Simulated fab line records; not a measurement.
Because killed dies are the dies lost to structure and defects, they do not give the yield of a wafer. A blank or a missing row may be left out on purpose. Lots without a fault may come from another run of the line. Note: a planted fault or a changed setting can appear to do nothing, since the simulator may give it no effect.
A lot that was struck, set against a sound lot | flow sky130 | 26 steps out of a route of 708
Sound: the wafers L972.2, L972.3, L972.6. Wafers struck: L990.1, L990.4, L990.5. The cause comes at the end.
For every step that has rows: the tool of each side, followed by ch and its chambers, followed by its first start. Under that, the readings that differ: sound wafers | struck wafers | difference of the means | sigmas: that difference in standard deviations of wafers without a fault.
alike: a reading whose means differ by less than 2 such deviations, as well as words and numbers matching on both sides. not compared: withheld readings; readings where some wafer has no value; bounds like >300 that might hide an equal value; numbers whose values overlap and for which the record gives no deviation.
A row with sigmas, a row that says differs or no value, or rows on one side alone: a step with any of these is where the two part. Non-overlapping numbers with no deviation appear without sigmas and do not part them. A reading missing from all wafers of one side parts the sides only when that side holds two or more wafers.

first, 3 steps without rows for these wafers: SKY_CAPM_EXPOSE_09 (exposes mask CAPM, target cd 1000 nm); SKY_CAPM_PEB_10; SKY_CAPM_DEVELOP_11 (develop time 60 s).
SKY_CAPM_OVL_MEAS_12:
  sound on overlay-01, day 37 11:07; struck on overlay-01, day 42 21:58
  alike: CAPM_OVL
SKY_CAPM_METAL_ETCH_13: etches TiN in Cl2/BCl3, stops on SiO2, target depth 220 nm, time 62.9 s.
  sound on rie-metal-02 ch 0,1, day 37 11:08; struck on rie-metal-01 ch 1, day 42 22:00
  alike: drypump-motor-current-A, oes-product-au, throttle-valve-pct
  not compared: rf-hours-counter-h
SKY_CAPM_STRIP_14: strips in O2/N2.
  sound on plasma-asher-02 ch 0,1, day 37 11:13; struck on plasma-asher-01 ch 0, day 42 22:05
  reading                      | sound             | struck            | difference | sigmas
  drypump-motor-current-A (A)  | 6.2 5.8 5.8       | 4.9 4.9 5.0       | -1.0       | -2
  strip-time-to-endpoint-s (s) | 12.71 12.65 12.68 | 12.58 12.56 12.58 | -0.11      | -2
  alike: o2-flow-sccm, oes-product-au
  not compared: rf-hours-counter-h
then, 6 steps without rows for these wafers: SKY_CAPM_STRIP_15 (strips in post etch residue remover, time 1200 s); SKY_CAPM_CLEAN_16 (cleans in IPA, time 180 s); SKY_CAPM_CLEAN_17 (cleans in O3/DIW); SKY_METAL3_DEHYDRATE_05 (time 60 s); SKY_METAL3_HMDS_06 (prime time 60 s); SKY_METAL3_COAT_07 (resist thk 60 nm).
SKY_METAL3_COAT_08: resist thk 1140 nm.
  sound on litho-track-04 ch 0, day 37 23:00; struck on litho-track-02 ch 0, day 43 10:00
  reading                                       | sound          | struck         | difference | sigmas
  model.KrF-thick_of_METAL3_COAT_08.thk-nm (nm) | 1124 1124 1124 | 1200 1200 1203 | +77        |
then, 4 steps without rows for these wafers: SKY_METAL3_SOFTBAKE_09 (time 90 s); SKY_METAL3_EXPOSE_10 (exposes mask MM3, target cd 300 nm); SKY_METAL3_PEB_11; SKY_METAL3_DEVELOP_12 (develop time 60 s).
SKY_METAL3_CD_MEAS_13: target cd 300 nm.
  sound on cd-sem-01, day 38 12:16; struck on cd-sem-01, day 43 22:03
  alike: cd-nm
SKY_METAL3_OVL_MEAS_14:
  sound on overlay-01, day 38 12:22; struck on overlay-02, day 43 22:10
  alike: METAL3_OVL
SKY_METAL3_DESCUM_15: chemistry O2, time 8 s.
  sound on rie-metal-04 ch 0,1, day 38 12:24; struck on rie-metal-02 ch 0,1, day 43 22:12
  reading                 | sound             | struck            | difference | sigmas
  oes-product-au (a.u.)   | 0.989 0.976 0.978 | 0.999 0.990 1.005 | +0.017     | +2
  model.METAL3.cd-nm (nm) | 299.5 299.6 300.3 | 302.1 302.3 302.2 | +2.4       |
  alike: drypump-motor-current-A
  not compared: rf-hours-counter-h
SKY_METAL3_ETCH_16: etches BARC in N2/H2, stops on SiO2, time 85.97 s, target depth 60 nm.
  sound on rie-metal-04 ch 0,1, day 38 12:26; struck on rie-metal-02 ch 0,1, day 43 22:14
  alike: drypump-motor-current-A, oes-product-au, throttle-valve-pct
  not compared: rf-hours-counter-h
SKY_METAL3_ETCH_17: etches SiO2 in C4F8/O2/Ar, stops on TiN, time 3.9 s, target depth 15 nm.
  sound on rie-diel-01 ch 0,2, day 38 12:32; struck on rie-diel-03 ch 0,2, day 43 22:20
  alike: oes-product-au
  not compared: rf-hours-counter-h
SKY_METAL3_METAL_ETCH_18: etches the open film in Cl2/BCl3, stops on SiO2, target depth 845 nm, time 183.1 s.
  sound on rie-metal-02 ch 0,1, day 38 12:33; struck on rie-metal-04 ch 0,1, day 43 22:21
  reading                                       | sound             | struck            | difference | sigmas
  model.KrF-thick_of_METAL3_COAT_08.thk-nm (nm) | 507.4 509.5 504.4 | 591.1 592.6 591.8 | +84.7      |
  alike: drypump-motor-current-A, oes-product-au, throttle-valve-pct
  not compared: rf-hours-counter-h
SKY_METAL3_STRIP_19: strips in O2/N2.
  sound on plasma-asher-04 ch 0,1, day 38 12:44; struck on plasma-asher-01 ch 0,1, day 43 22:32
  reading                      | sound             | struck            | difference | sigmas
  oes-product-au (a.u.)        | 0.491 0.493 0.498 | 0.533 0.540 0.524 | +0.038     | +7
  strip-time-to-endpoint-s (s) | 6.33 6.33 6.30    | 7.17 7.19 7.17    | +0.86      | +12
  alike: drypump-motor-current-A, o2-flow-sccm
  not compared: rf-hours-counter-h
then, 1 step without rows for these wafers: SKY_METAL3_STRIP_20 (strips in post etch residue remover, time 1200 s).
-- the record jumps here: 6 days lie between the struck wafers' starts before and after (it left off in module METAL3 and takes up again in module PAD_OPEN, whose first step shown is number 708 of the route) --
SKY_PAD_OPEN_PROBE_99:
  sound on prober-01, day 45 19:59; struck on prober-01, day 50 01:58
  alike: defect-limited-yield, killed_at_M0_to_M3, killed_at_M4_up, killed-at-contacts, killed-at-front-end, killed-at-other, killed-dies, killed-open, killed-short, sort_bin_3_pad_short, sort_bin_5_function, sort_bin_6_memory, sort-n-pass, sort-yield-pct

WHERE THEY PART
Last at SKY_METAL3_STRIP_19 as far as this record goes, first at SKY_CAPM_STRIP_14. Later steps at which nothing parts them and some readings are alike: SKY_PAD_OPEN_PROBE_99.

WHY: whatever the simulator had introduced
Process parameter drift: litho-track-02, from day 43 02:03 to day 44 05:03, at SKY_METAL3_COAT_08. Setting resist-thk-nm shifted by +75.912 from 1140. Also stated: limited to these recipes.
